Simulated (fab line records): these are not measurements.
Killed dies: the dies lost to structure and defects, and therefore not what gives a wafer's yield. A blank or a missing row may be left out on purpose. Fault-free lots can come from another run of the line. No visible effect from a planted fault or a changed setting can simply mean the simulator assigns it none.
Chamber matching | flow sky130 | SKY_VIA1_CMP_24 on cmp-02 has 4 sister chambers
The step polishes, stops on SiO2, t overpolish 15 s, target thk 0 nm. 7 wafers are shown with their chamber, then 7 later ones without.

WAFERS PAIRED WITH THEIR CHAMBERS
wafer  | chamber | time_to_endpoint_s (s) | motor_current_A (A)
L225.1 | 3       | 61                     | 11.4
L225.3 | 0       | 59                     | 11.8
L232.1 | 1       | 69                     | 12.6
L232.5 | 3       | 61                     | 11.6
L232.6 | 2       | 64                     | 11.0
L233.3 | 1       | 70                     | 12.1
L233.5 | 2       | 65                     | 10.6

WAFERS WITHOUT THEIR CHAMBER
wafer  | time_to_endpoint_s (s) | motor_current_A (A)
L233.6 | 72                     | 12.5
L234.2 | 61                     | 11.9
L234.4 | 69                     | 10.6
L234.5 | 66                     | 11.8
L235.4 | 64                     | 10.8
L235.5 | 70                     | 10.0
L235.6 | 71                     | 13.1

EACH ONE'S CHAMBER
wafer  | from the rows above     | in truth
L233.6 | 1                       | 1
L234.2 | 3                       | 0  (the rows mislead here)
L234.4 | can't be placed: 1 or 2 | 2
L234.5 | can't be placed: 2 or 1 | 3
L235.4 | 2                       | 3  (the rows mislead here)
L235.5 | can't be placed: 1 or 2 | 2
L235.6 | 1                       | 1
2 of 7 placed correctly. These rows do not allow placing 3 (true chamber among the candidates in 2). Wrongly placed: 2.
How it was worked out, from the rows above alone: a wafer's distance from a chamber is the root of the sum, over the readings, of the square of ((its reading less the chamber's mean) divided by the reading's scatter). The wafer belongs to the nearest chamber; if the next one is less than 2 further off, it can't be placed. The mean given for a chamber averages the wafers shown for that chamber. How the scatter is found: for the shown wafers, subtract from each reading the mean of its chamber, square and add these, divide the total by (wafers less chambers), then take the root.
